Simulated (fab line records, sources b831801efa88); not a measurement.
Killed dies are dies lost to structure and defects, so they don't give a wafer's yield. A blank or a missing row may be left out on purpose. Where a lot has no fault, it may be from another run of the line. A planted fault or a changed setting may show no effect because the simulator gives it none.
fab line records    flow gf180mcu
[record] lots = 11  wafers = 33  lastDay = 33
route steps=602 shown NSD@244 CONTACT@310 M1@330
lots with no fault: from the same line, run without faults
startH: hours from the record's first day to the start of the lot's first wafer shown    waitH: how many hours have passed since the lot's step before this one    " identical to the entry in the row above    L1.1+2: several wafers, shown together as one row    - no value, or no start was given    * or withheld: withheld    < > ~ a bound
route shown NAME@n: names a module that has steps shown in the file, with the first one's number in the route    usual: mean and standard deviation over wafers with no fault    same: alike in all rows    chamber/n: place in a boat    sites: readings site by site    _std_site: standard deviation of those values    _edge_site: outer sites' mean less inner sites'    radiusMm: for every site, how far away it sits from the centre of the wafer    mask NAME#n: copy n    behind: tool/chamber where the wafer was last shaped    hold: reason for holding the lot/hours on hold/outcome of the hold    device: the n, p or np transistor that did not switch    end of line: the tests these same wafers got at the end of their route    a step without rows: its recipe alone    killed: the dies lost at the first sort to structure and to defects; this is not the yield of the wafer    map: per-die view of a wafer (x killed, . not killed, _ where there is no die)
set.NAME: the setting the step ran with; set.NAME@STEP: the setting that earlier step ran with    model.NAME: the simulator's own value behind a step, which no gauge read
the route's steps for a sample of lots (tables are steps, rows are wafers)
services: when a tool's chamber went out of use (startH, in hours from the record's first day, below 0 if earlier), for how many hours, and the reason
[[steps]]
[step GF_NSD_IMPLANT_09]
[recipe] species = As  energyKev = 60  doseCm2 = 4e+15  tiltDeg = 7
[usual] endStationPressureTorr = 1.27e-05/1.1e-06  implantIonAmu = 75/0
lot.wafer  tool          chamber  startH  waitH  endStationPressureTorr  implantIonAmu
L150.1     implanter-03  0        296.47  0.0    1.21e-05                75
L150.2     "             0        "       "      1.24e-05                75
L150.6     "             0        "       "      1.14e-05                75
L154.1     implanter-02  0        328.56  0.0    1.17e-05                75
L154.2     "             0        "       "      1.18e-05                75
L154.6     "             0        "       "      1.14e-05                75
L155.1     implanter-02  0        338.32  0.0    1.14e-05                75
L155.3     "             0        "       "      1.09e-05                75
L155.4     "             0        "       "      1.17e-05                75
L156.1     implanter-01  0        340.77  0.0    1.4e-05                 75
L156.3     "             0        "       "      1.42e-05                75
L156.4     "             0        "       "      1.35e-05                75
L157.2     implanter-03  0        357.53  0.0    1.23e-05                75
L157.4     "             0        "       "      1.17e-05                75
L157.5     "             0        "       "      1.28e-05                75
L158.1     implanter-03  0        360.23  0.0    1.2e-05                 75
L158.5     "             0        "       "      1.31e-05                75
L158.6     "             0        "       "      1.26e-05                75
L159.2     implanter-01  0        366.46  0.0    1.44e-05                75
L159.4     "             0        "       "      1.37e-05                75
L159.5     "             0        "       "      1.5e-05                 75
L161.1     implanter-01  0        389.12  0.0    1.34e-05                75
L161.2     "             0        "       "      1.42e-05                75
L161.3     "             0        "       "      1.37e-05                75
L164.4     implanter-02  0        411.88  0.1    1.17e-05                75
L164.5     "             0        "       "      1.21e-05                75
L164.6     "             0        "       "      1.16e-05                75
L168.2     implanter-03  0        445.30  0.0    1.16e-05                31
L168.3     "             0        "       "      1.19e-05                31
L168.4     "             0        "       "      1.35e-05                31
L169.1     implanter-01  0        452.21  0.0    1.34e-05                31
L169.3     "             0        "       "      1.33e-05                31
L169.5     "             0        "       "      1.53e-05                31
[step GF_NSD_STRIP_11]
[recipe] chemistry = O2/N2  powerW = 1400  pressureMtorr = 1500  platenTempC = 250  o2FlowSccm = 3000  n2FlowSccm = 300  overashFraction = 0.5
[usual] drypumpMotorCurrentA = 5.8/0.52  heaterPowerW = 302/19  oesProductAu = 0.487/0.0046  stripTimeToEndpointS = 22.97/0.042
lot.wafer  tool            chamber  startH  waitH  drypumpMotorCurrentA  heaterPowerW  oesProductAu  rfHoursCounterH  stripTimeToEndpointS
L150.1     plasmaAsher-01  0        296.77  0.1    6.1                   339           0.485         19               22.97
L150.2     "               1        "       "      6.1                   293           0.487         19               22.91
L150.6     "               1        "       "      6.1                   296           0.492         -                22.90
L154.1     plasmaAsher-03  0        328.86  0.1    6.4                   280           0.488         52               22.93
L154.2     "               1        "       "      6.0                   304           0.491         52               22.94
L154.6     "               1        "       "      6.0                   305           0.486         -                22.95
L155.1     plasmaAsher-01  1        338.62  0.1    6.1                   294           0.483         23               22.88
L155.3     "               0        "       "      6.1                   332           0.493         -                22.93
L155.4     "               1        "       "      6.1                   289           0.494         -                22.92
L156.1     plasmaAsher-02  1        341.07  0.1    4.9                   315           0.483         75               22.93
L156.3     "               0        "       "      5.2                   288           0.489         -                22.92
L156.4     "               1        "       "      5.0                   319           0.484         -                22.89
L157.2     plasmaAsher-02  1        357.80  0.1    4.9                   321           0.479         77               23.02
L157.4     "               0        "       "      5.2                   283           0.490         -                22.98
L157.5     "               1        "       "      4.9                   324           0.488         -                23.00
L158.1     plasmaAsher-01  1        360.53  0.1    6.0                   283           0.490         26               22.97
L158.5     "               1        "       "      6.0                   291           0.492         -                23.04
L158.6     "               0        "       "      6.1                   333           0.488         -                23.02
L159.2     plasmaAsher-03  1        366.73  0.1    6.0                   298           0.492         56               22.90
L159.4     "               0        "       "      6.4                   276           0.492         -                22.91
L159.5     "               0        "       "      6.4                   275           0.486         -                22.89
L161.1     plasmaAsher-02  1        389.42  0.1    5.0                   323           0.481         80               22.99
L161.2     "               0        "       "      5.3                   291           0.493         80               22.96
L161.3     "               0        "       "      5.3                   303           0.486         -                22.98
L164.4     plasmaAsher-03  0        412.14  0.1    6.4                   275           0.486         -                22.95
L164.5     "               1        "       "      6.0                   307           0.490         -                22.93
L164.6     "               0        "       "      6.5                   273           0.490         -                23.01
L168.2     plasmaAsher-02  0        445.58  0.1    5.2                   295           0.456         2                26.36
L168.3     "               0        "       "      5.3                   303           0.453         -                26.41
L168.4     "               1        "       "      4.9                   314           0.446         -                26.36
L169.1     plasmaAsher-03  0        452.51  0.1    6.4                   278           0.452         65               26.37
L169.3     "               1        "       "      6.0                   311           0.454         -                26.37
L169.5     "               1        "       "      6.0                   300           0.457         -                26.35
[step GF_NSD_TW_MEAS_12]
[usual] NSD_TW = 4299/19
lot.wafer  tool          chamber  startH  waitH  NSD_TW
L150.1     filmMetro-01  -        296.87  0.1    4315
L150.2     "             -        "       "      4292
L150.6     "             -        "       "      4324
L154.1     filmMetro-04  -        328.96  0.1    4290
L154.2     "             -        "       "      4288
L154.6     "             -        "       "      4293
L155.1     filmMetro-02  -        338.72  0.1    4295
L155.3     "             -        "       "      4325
L155.4     "             -        "       "      4305
L156.1     filmMetro-04  -        341.17  0.1    4303
L156.3     "             -        "       "      4329
L156.4     "             -        "       "      4332
L157.2     filmMetro-04  -        357.91  0.1    4325
L157.4     "             -        "       "      4310
L157.5     "             -        "       "      4324
L158.1     filmMetro-04  -        360.63  0.1    4288
L158.5     "             -        "       "      4266
L158.6     "             -        "       "      4293
L159.2     filmMetro-01  -        366.84  0.1    4293
L159.4     "             -        "       "      4314
L159.5     "             -        "       "      4329
L161.1     filmMetro-01  -        389.52  0.1    4321
L161.2     "             -        "       "      4310
L161.3     "             -        "       "      4305
L164.4     filmMetro-02  -        412.23  0.1    4265
L164.5     "             -        "       "      4270
L164.6     "             -        "       "      4277
L168.2     filmMetro-02  -        445.69  0.1    4872
L168.3     "             -        "       "      4887
L168.4     "             -        "       "      4869
L169.1     filmMetro-02  -        452.61  0.1    4908
L169.3     "             -        "       "      4898
L169.5     "             -        "       "      4895
[step GF_PSD_RS_MEAS_14]
[recipe] thkMeasGauge = four-point-probe
[usual] NSD_RS = 46.15/0.085
lot.wafer  tool          chamber  startH  waitH  NSD_RS[ohm/sq]
L150.1     filmMetro-02  -        317.00  0.1    45.98
L150.2     "             -        "       "      46.11
L150.6     "             -        "       "      46.06
L154.1     filmMetro-01  -        350.98  0.1    46.18
L154.2     "             -        "       "      46.18
L154.6     "             -        "       "      46.24
L155.1     filmMetro-02  -        360.49  0.1    46.11
L155.3     "             -        "       "      46.09
L155.4     "             -        "       "      46.11
L156.1     filmMetro-02  -        363.14  0.1    46.09
L156.3     "             -        "       "      46.19
L156.4     "             -        "       "      46.07
L157.2     filmMetro-01  -        381.07  0.1    46.28
L157.4     "             -        "       "      46.21
L157.5     "             -        "       "      46.29
L158.1     filmMetro-04  -        383.50  0.1    46.13
L158.5     "             -        "       "      46.13
L158.6     "             -        "       "      46.07
L159.2     filmMetro-04  -        389.86  0.1    46.19
L159.4     "             -        "       "      46.33
L159.5     "             -        "       "      46.27
L161.1     filmMetro-04  -        413.50  0.1    46.24
L161.2     "             -        "       "      46.20
L161.3     "             -        "       "      46.14
L164.4     filmMetro-04  -        436.93  0.1    46.18
L164.5     "             -        "       "      46.07
L164.6     "             -        "       "      46.18
L168.2     filmMetro-02  -        469.95  0.1    25.53
L168.3     "             -        "       "      25.48
L168.4     "             -        "       "      25.52
L169.1     filmMetro-04  -        477.19  0.1    25.55
L169.3     "             -        "       "      25.48
L169.5     "             -        "       "      25.53
[step GF_CONTACT_SPUTTER_23]
[recipe] material = TiN  targetThkNm = 10  chamberPressurePa = 5  powerW = 4000  timeS = 40
[usual] throttleValvePct = 30.0/1.4
lot.wafer  tool           chamber  startH  waitH  throttleValvePct
L150.1     pvdSputter-03  -        361.89  0.0    28.7
L150.2     "              -        "       "      32.9
L150.6     "              -        "       "      28.4
L154.1     pvdSputter-01  -        398.23  0.0    29.1
L154.2     "              -        "       "      29.5
L154.6     "              -        "       "      30.0
L155.1     pvdSputter-01  -        409.03  0.0    30.1
L155.3     "              -        "       "      32.5
L155.4     "              -        "       "      29.6
L156.1     pvdSputter-04  -        411.13  0.0    29.0
L156.3     "              -        "       "      29.1
L156.4     "              -        "       "      29.9
L157.2     pvdSputter-04  -        430.17  0.0    29.2
L157.4     "              -        "       "      29.7
L157.5     "              -        "       "      29.4
L158.1     pvdSputter-01  -        432.82  0.0    32.3
L158.5     "              -        "       "      32.5
L158.6     "              -        "       "      29.5
L159.2     pvdSputter-03  -        440.07  0.0    29.6
L159.4     "              -        "       "      29.8
L159.5     "              -        "       "      32.5
L161.1     pvdSputter-03  -        465.04  0.0    32.7
L161.2     "              -        "       "      29.9
L161.3     "              -        "       "      28.6
L164.4     pvdSputter-03  -        488.23  0.0    32.6
L164.5     "              -        "       "      32.6
L164.6     "              -        "       "      29.8
L168.2     pvdSputter-03  -        518.97  0.0    30.1
L168.3     "              -        "       "      32.6
L168.4     "              -        "       "      28.4
L169.1     pvdSputter-03  -        527.42  0.0    29.5
L169.3     "              -        "       "      32.7
L169.5     "              -        "       "      32.6
[step GF_CONTACT_CMP_27]
[recipe] stopOn = SiO2  downForcePsi = 3.5  platenRpm = 60  tOverpolishS = 15  targetThkNm = 0  padVelocityMS = 0.94248
[usual] motorCurrentA = 10.7/1.2  overpolishRunS = 15.002/0.011  timeToEndpointS = 73/3.9
lot.wafer  tool    chamber  startH  waitH  motorCurrentA  overpolishRunS  timeToEndpointS
L150.1     cmp-01  3        362.25  0.1    12.0           15.005          71
L150.2     "       0        "       "      10.7           14.988          72
L150.6     "       3        "       "      12.4           14.997          74
L154.1     cmp-02  3        398.55  0.1    9.3            14.992          76
L154.2     "       0        "       "      9.7            15.018          76
L154.6     "       0        "       "      9.9            15.025          73
L155.1     cmp-02  0        409.35  0.1    10.1           14.995          70
L155.3     "       1        "       "      8.9            15.003          62
L155.4     "       2        "       "      11.7           15.002          71
L156.4     cmp-01  2        411.45  0.0    11.6           15.016          78
L156.1     "       3        "       "      12.4           15.009          74
L156.3     "       0        "       "      10.4           15.009          70
L157.4     cmp-01  0        430.54  0.1    10.7           14.995          71
L157.2     "       1        "       "      11.5           14.993          70
L157.5     "       3        "       "      12.2           14.981          74
L158.1     cmp-01  1        433.14  0.1    11.9           14.984          73
L158.6     "       1        "       "      11.8           14.990          77
L158.5     "       2        "       "      11.4           14.989          79
L159.4     cmp-02  2        440.39  0.0    11.8           15.018          73
L159.2     "       1        "       "      8.8            14.997          69
L159.5     "       3        "       "      9.4            15.008          73
L161.1     cmp-02  3        465.36  0.1    9.2            15.012          81
L161.2     "       0        "       "      9.1            15.012          74
L161.3     "       2        "       "      11.5           15.000          75
L164.4     cmp-01  3        488.74  0.2    11.5           14.998          73
L164.6     "       1        "       "      12.1           14.997          77
L164.5     "       2        "       "      11.4           14.989          78
L168.4     cmp-01  1        519.29  0.0    11.8           14.987          73
L168.3     "       3        "       "      12.0           15.008          70
L168.2     "       0        "       "      10.2           15.007          71
L169.1     cmp-02  1        527.79  0.1    8.8            14.992          65
L169.3     "       3        "       "      9.1            14.999          73
L169.5     "       0        "       "      9.7            15.011          72
[step GF_M1_OVL_MEAS_15]
[usual] M1_OVL = 1/6.3
lot.wafer  tool        chamber  startH  waitH  M1_OVL[nm]
L150.1     overlay-01  -        384.83  0.1    -6
L150.2     "           -        "       "      5
L150.6     "           -        "       "      1
L154.1     overlay-02  -        423.03  0.1    10
L154.2     "           -        "       "      1
L154.6     "           -        "       "      3
L155.1     overlay-02  -        434.07  0.1    0
L155.3     "           -        "       "      0
L155.4     "           -        "       "      0
L156.1     overlay-02  -        436.09  0.1    -2
L156.3     "           -        "       "      1
L156.4     "           -        "       "      -2
L157.2     overlay-02  -        455.58  0.1    -11
L157.4     "           -        "       "      3
L157.5     "           -        "       "      -7
L158.1     overlay-02  -        457.77  0.1    -8
L158.5     "           -        "       "      -4
L158.6     "           -        "       "      0
L159.2     overlay-02  -        465.43  0.1    10
L159.4     "           -        "       "      15
L159.5     "           -        "       "      16
L161.1     overlay-01  -        489.94  0.1    -9
L161.2     "           -        "       "      -2
L161.3     "           -        "       "      -2
L164.4     overlay-02  -        512.71  0.1    6
L164.5     "           -        "       "      0
L164.6     "           -        "       "      6
L168.2     overlay-02  -        543.23  0.1    7
L168.3     "           -        "       "      1
L168.4     "           -        "       "      2
L169.1     overlay-02  -        550.84  0.1    6
L169.3     "           -        "       "      7
L169.5     "           -        "       "      1
[[services]]
tool            chamber  startH  hours  kind
cmp-01          -        277.53  0.9    repair
implanter-01    -        309.00  4.2    pm
plasmaAsher-01  -        310.47  1.5    repair
pvdSputter-03   -        312.08  2.6    repair
pvdSputter-01   -        325.32  9.4    repair
cmp-01          -        371.05  3.3    pm
cmp-02          -        384.47  5.0    pm
implanter-03    -        390.03  2.7    repair
cmp-02          -        404.39  4.0    pm
cmp-01          -        407.97  1.0    repair
plasmaAsher-02  -        421.25  9.0    pm
cmp-02          -        436.92  0.4    repair
cmp-02          -        457.95  1.2    repair
plasmaAsher-02  -        459.89  5.3    repair
implanter-03    -        463.77  4.6    repair
implanter-03    -        472.07  4.5    pm
pvdSputter-03   -        476.62  1.5    repair
implanter-01    -        482.06  2.1    repair
cmp-02          -        484.66  9.7    pm
plasmaAsher-02  -        494.34  2.8    pm
cmp-02          -        499.68  2.0    repair
cmp-01          -        502.62  1.7    repair
cmp-02          -        508.18  7.0    pm
implanter-01    -        516.75  4.2    repair
[[key]]
[firstSign] step = GF_NSD_IMPLANT_09  reading = implantIonAmu  direction = down  sigmas = 99+  usual = 75  struck = 31
[effect] step = GF_NSD_STRIP_11  reading = stripTimeToEndpointS  direction = up  sigmas = 81  usual = *  struck = *
[effect] step = GF_NSD_TW_MEAS_12  reading = NSD_TW  direction = up  sigmas = 30  usual = 4299  struck = 4888
[effect] step = GF_PSD_RS_MEAS_14  reading = NSD_RS  direction = down  sigmas = 99+  usual = 46.15  struck = 25.51
metAt GF_NSD_IMPLANT_09
struckLots L168,L169
testerLeftOut L168,L169
notActingAt GF_CONTACT_SPUTTER_23,GF_CONTACT_CMP_27,GF_M1_OVL_MEAS_15
onsetBetween 389.12 445.30
[fault] kind = wrongRecipeDownload  tool = implanter-01,implanter-02,implanter-03  chamber = -  onsetH = 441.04  steps = GF_NSD_IMPLANT_09  wrongRecipe.notListed = 1
// testerLeftOut: of these lots the tester's yield and bins aren't shown, on N5 and GAA mostly nor the transistor test; their killed dies are dies lost to structure and defects alone, not to doping, threshold or leakage, so they don't give the yield
